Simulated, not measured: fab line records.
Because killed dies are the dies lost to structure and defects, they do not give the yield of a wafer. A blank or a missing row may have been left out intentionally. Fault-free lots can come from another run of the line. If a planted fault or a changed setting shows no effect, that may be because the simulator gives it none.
Which tool was responsible? :: flow gf180mcu :: 72 wafers from 24 lots sampled at 3 of the route's 602 steps

## WHAT THE GAUGES READ, wafer by wafer
GF_V1_RS_MEAS_24: measurement is done with a four-point probe. Usual: V1_W_RS typically reads 0.331 ohm/sq, with standard deviation 0.0053.
lot: L074
measured: day 18 10:13
on: film metro-01
V1_W_RS (ohm/sq): 0.322 0.325 0.315
flag: 

lot: L075
measured: day 19 03:40
on: film metro-02
V1_W_RS (ohm/sq): 0.334 0.327 0.332
flag: 

lot: L076
measured: day 19 05:46
on: film metro-04
V1_W_RS (ohm/sq): 0.331 0.325 0.324
flag: 

lot: L077
measured: day 19 11:34
on: film metro-04
V1_W_RS (ohm/sq): 0.330 0.329 0.330
flag: 

lot: L078
measured: day 19 22:01
on: film metro-02
V1_W_RS (ohm/sq): 0.325 0.335 0.336
flag: 

lot: L079
measured: day 20 07:02
on: film metro-01
V1_W_RS (ohm/sq): 0.329 0.339 0.335
flag: 

lot: L080
measured: day 20 23:02
on: film metro-01
V1_W_RS (ohm/sq): 0.331 0.324 0.326
flag: 

lot: L081
measured: day 21 10:53
on: film metro-04
V1_W_RS (ohm/sq): 0.337 0.337 0.327
flag: 

lot: L082
measured: day 21 13:29
on: film metro-01
V1_W_RS (ohm/sq): 0.328 0.333 0.333
flag: 

lot: L084
measured: day 21 21:51
on: film metro-02
V1_W_RS (ohm/sq): 0.331 0.337 0.333
flag: 

lot: L083
measured: day 21 21:52
on: film metro-01
V1_W_RS (ohm/sq): 0.337 0.330 0.337
flag: 

lot: L085
measured: day 22 12:17
on: film metro-01
V1_W_RS (ohm/sq): 0.331 0.321 0.333
flag: 

lot: L086
measured: day 22 16:17
on: film metro-02
V1_W_RS (ohm/sq): 0.341 0.336 0.342
flag: 

lot: L087
measured: day 23 04:34
on: film metro-02
V1_W_RS (ohm/sq): 0.326 0.341 0.331
flag: 

lot: L088
measured: day 23 09:52
on: film metro-04
V1_W_RS (ohm/sq): 0.334 0.326 0.334
flag: 

lot: L089
measured: day 23 15:47
on: film metro-04
V1_W_RS (ohm/sq): 0.329 0.331 0.336
flag: 

lot: L090
measured: day 24 02:45
on: film metro-01
V1_W_RS (ohm/sq): 0.339 0.340 0.332
flag: 

lot: L091
measured: day 24 11:32
on: film metro-01
V1_W_RS (ohm/sq): 0.334 0.339 0.340
flag: 

lot: L092
measured: day 24 19:34
on: film metro-01
V1_W_RS (ohm/sq): 0.331 0.326 0.333
flag: 

lot: L093
measured: day 25 00:40
on: film metro-01
V1_W_RS (ohm/sq): 0.325 0.333 0.323
flag: 

lot: L094
measured: day 25 05:41
on: film metro-04
V1_W_RS (ohm/sq): 0.331 0.336 0.328
flag: 

lot: L095
measured: day 25 14:09
on: film metro-02
V1_W_RS (ohm/sq): 0.338 0.331 0.328
flag: 

lot: L096
measured: day 25 19:24
on: film metro-01
V1_W_RS (ohm/sq): 0.331 0.325 0.330
flag: 

lot: L097
measured: day 26 02:01
on: film metro-04
V1_W_RS (ohm/sq): 0.338 0.330 0.338
flag: 

GF_M2_CD_MEAS_14: the cd target is 280 nm. Usual: 279.6 nm for cd nm, sd 1.4.
lot: L074
measured: day 19 11:38
on: cd sem-01
cd nm (nm): 280.8 281.2 280.9
flag: 

lot: L075
measured: day 20 04:29
on: cd sem-01
cd nm (nm): 279.3 278.5 280.0
flag: 

lot: L076
measured: day 20 06:55
on: cd sem-01
cd nm (nm): 279.7 278.7 279.0
flag: 

lot: L077
measured: day 20 12:28
on: cd sem-02
cd nm (nm): 279.0 278.7 279.6
flag: 

lot: L078
measured: day 20 23:13
on: cd sem-01
cd nm (nm): 278.3 278.9 277.6
flag: 

lot: L079
measured: day 21 07:17
on: cd sem-02
cd nm (nm): 279.6 279.3 279.3
flag: 

lot: L080
measured: day 21 23:40
on: cd sem-01
cd nm (nm): 277.1 278.2 277.9
flag: 

lot: L081
measured: day 22 11:32
on: cd sem-02
cd nm (nm): 280.4 280.8 282.2
flag: 

lot: L082
measured: day 22 13:32
on: cd sem-01
cd nm (nm): 281.1 282.5 282.6
flag: 

lot: L084
measured: day 22 22:02
on: cd sem-02
cd nm (nm): 277.8 278.5 278.2
flag: 

lot: L083
measured: day 22 22:23
on: cd sem-02
cd nm (nm): 279.6 278.9 279.0
flag: 

lot: L085
measured: day 23 11:52
on: cd sem-01
cd nm (nm): 279.1 280.5 279.3
flag: 

lot: L086
measured: day 23 16:23
on: cd sem-01
cd nm (nm): 280.6 280.6 279.1
flag: 

lot: L087
measured: day 24 03:52
on: cd sem-01
cd nm (nm): 281.7 282.0 281.6
flag: 

lot: L088
measured: day 24 08:58
on: cd sem-02
cd nm (nm): 278.9 276.9 279.3
flag: 

lot: L089
measured: day 24 14:29
on: cd sem-01
cd nm (nm): 278.7 278.7 278.2
flag: 

lot: L090
measured: day 25 01:04
on: cd sem-02
cd nm (nm): 279.8 280.7 279.5
flag: 

lot: L091
measured: day 25 09:46
on: cd sem-02
cd nm (nm): 280.4 281.0 281.5
flag: 

lot: L092
measured: day 25 18:13
on: cd sem-01
cd nm (nm): 280.1 281.5 281.0
flag: 

lot: L093
measured: day 26 01:35
on: cd sem-01
cd nm (nm): 278.8 277.9 277.9
flag: 

lot: L094
measured: day 26 03:35
on: cd sem-01
cd nm (nm): 279.1 279.1 279.2
flag: 

lot: L095
measured: day 26 11:11
on: cd sem-01
cd nm (nm): 280.5 280.1 280.5
flag: 

lot: L096
measured: day 26 16:26
on: cd sem-02
cd nm (nm): 279.7 279.6 281.1
flag: 

lot: L097
measured: day 26 22:42
on: cd sem-01
cd nm (nm): 279.0 278.3 278.6
flag: 

## EACH LOT AND THE TOOL THAT RAN IT (in order: tool; ch and the chambers of the sampled wafers; start)
lot: L074
GF_M2_SPUTTER_03: pvd sputter-03, day 18 10:55

lot: L075
GF_M2_SPUTTER_03: pvd sputter-03, day 19 04:17

lot: L076
GF_M2_SPUTTER_03: pvd sputter-01, day 19 06:25

lot: L077
GF_M2_SPUTTER_03: pvd sputter-03, day 19 12:11

lot: L078
GF_M2_SPUTTER_03: pvd sputter-01, day 19 22:39

lot: L079
GF_M2_SPUTTER_03: pvd sputter-02, day 20 07:40

lot: L080
GF_M2_SPUTTER_03: pvd sputter-01, day 20 23:40

lot: L081
GF_M2_SPUTTER_03: pvd sputter-02, day 21 11:35

lot: L082
GF_M2_SPUTTER_03: pvd sputter-02, day 21 14:08

lot: L084
GF_M2_SPUTTER_03: pvd sputter-02, day 21 22:29

lot: L083
GF_M2_SPUTTER_03: pvd sputter-03, day 21 22:30

lot: L085
GF_M2_SPUTTER_03: pvd sputter-01, day 22 12:52

lot: L086
GF_M2_SPUTTER_03: pvd sputter-02, day 22 16:56

lot: L087
GF_M2_SPUTTER_03: pvd sputter-01, day 23 05:08

lot: L088
GF_M2_SPUTTER_03: pvd sputter-01, day 23 10:31

lot: L089
GF_M2_SPUTTER_03: pvd sputter-02, day 23 16:25

lot: L090
GF_M2_SPUTTER_03: pvd sputter-02, day 24 03:22

lot: L091
GF_M2_SPUTTER_03: pvd sputter-03, day 24 12:10

lot: L092
GF_M2_SPUTTER_03: pvd sputter-02, day 24 20:17

lot: L093
GF_M2_SPUTTER_03: pvd sputter-02, day 25 01:18

lot: L094
GF_M2_SPUTTER_03: pvd sputter-03, day 25 06:19

lot: L095
GF_M2_SPUTTER_03: pvd sputter-02, day 25 14:45

lot: L096
GF_M2_SPUTTER_03: pvd sputter-01, day 25 20:01

lot: L097
GF_M2_SPUTTER_03: pvd sputter-01, day 26 02:37
- GF_M2_SPUTTER_03: material Ti, target thk 10 nm, time 6.7 s.

## WHAT THE TOOLS THEMSELVES READ (means of the sampled wafers that have a number; where no wafer has one, the mark that the record gives instead)
GF_M2_SPUTTER_03. Usual: chamber pressure pa 0.3000 Pa, standard deviation 0.0006; throttle valve pct 30.3 %, standard deviation 1.2.
lot: L074
tool: pvd sputter-03
chamber pressure pa (Pa): 0.3003
throttle valve pct (%): 29.2
flag: 

lot: L075
tool: pvd sputter-03
chamber pressure pa (Pa): 0.2997
throttle valve pct (%): 29.4
flag: 

lot: L076
tool: pvd sputter-01
chamber pressure pa (Pa): 0.3003
throttle valve pct (%): 30.1
flag: 

lot: L077
tool: pvd sputter-03
chamber pressure pa (Pa): 0.2997
throttle valve pct (%): 29.5
flag: 

lot: L078
tool: pvd sputter-01
chamber pressure pa (Pa): 0.2999
throttle valve pct (%): 29.1
flag: 

lot: L079
tool: pvd sputter-02
chamber pressure pa (Pa): 0.3001
throttle valve pct (%): 31.2
flag: 

lot: L080
tool: pvd sputter-01
chamber pressure pa (Pa): 0.3002
throttle valve pct (%): 29.3
flag: 

lot: L081
tool: pvd sputter-02
chamber pressure pa (Pa): 0.3000
throttle valve pct (%): 30.8
flag: 

lot: L082
tool: pvd sputter-02
chamber pressure pa (Pa): 0.2998
throttle valve pct (%): 30.5
flag: 

lot: L084
tool: pvd sputter-02
chamber pressure pa (Pa): 0.3003
throttle valve pct (%): 31.2
flag: 

lot: L083
tool: pvd sputter-03
chamber pressure pa (Pa): 0.2997
throttle valve pct (%): 29.6
flag: 

lot: L085
tool: pvd sputter-01
chamber pressure pa (Pa): 0.3002
throttle valve pct (%): 29.3
flag: 

lot: L086
tool: pvd sputter-02
chamber pressure pa (Pa): 0.2999
throttle valve pct (%): 31.5
flag: 

lot: L087
tool: pvd sputter-01
chamber pressure pa (Pa): 0.2999
throttle valve pct (%): 29.8
flag: 

lot: L088
tool: pvd sputter-01
chamber pressure pa (Pa): 0.3005
throttle valve pct (%): 28.9
flag: 

lot: L089
tool: pvd sputter-02
chamber pressure pa (Pa): 0.3005
throttle valve pct (%): 31.1
flag: 

lot: L090
tool: pvd sputter-02
chamber pressure pa (Pa): 0.2998
throttle valve pct (%): 31.0
flag: 

lot: L091
tool: pvd sputter-03
chamber pressure pa (Pa): 0.2996
throttle valve pct (%): 28.5
flag: 

lot: L092
tool: pvd sputter-02
chamber pressure pa (Pa): 0.3001
throttle valve pct (%): 30.9
flag: 

lot: L093
tool: pvd sputter-02
chamber pressure pa (Pa): 0.3001
throttle valve pct (%): 30.4
flag: 

lot: L094
tool: pvd sputter-03
chamber pressure pa (Pa): 0.3004
throttle valve pct (%): 29.3
flag: 

lot: L095
tool: pvd sputter-02
chamber pressure pa (Pa): 0.3002
throttle valve pct (%): 31.5
flag: 

lot: L096
tool: pvd sputter-01
chamber pressure pa (Pa): 0.3002
throttle valve pct (%): 30.1
flag: 

lot: L097
tool: pvd sputter-01
chamber pressure pa (Pa): 0.2993
throttle valve pct (%): 29.3
flag: 

## THE ANSWER, worked out from the rows above alone
Rule: take the mean of a lot's wafers that have a number; if it is more than 3 standard deviations from the usual mean, the lot is off. Also off: a lot with no number at a reading for which 4 or more lots have one. Any other lot the step has rows for is counted as sound. Order of review: gauges by route order, followed by the tools' own readings, for which a lot's mean as printed above is used. At the first step where some lot is off, the reading lying furthest off is the one used; lots without a number count as furthest.
Across all readings shown, no lot is off: no conclusion can be drawn from this.

## WHAT HAD BEEN PUT IN BY THE SIMULATOR
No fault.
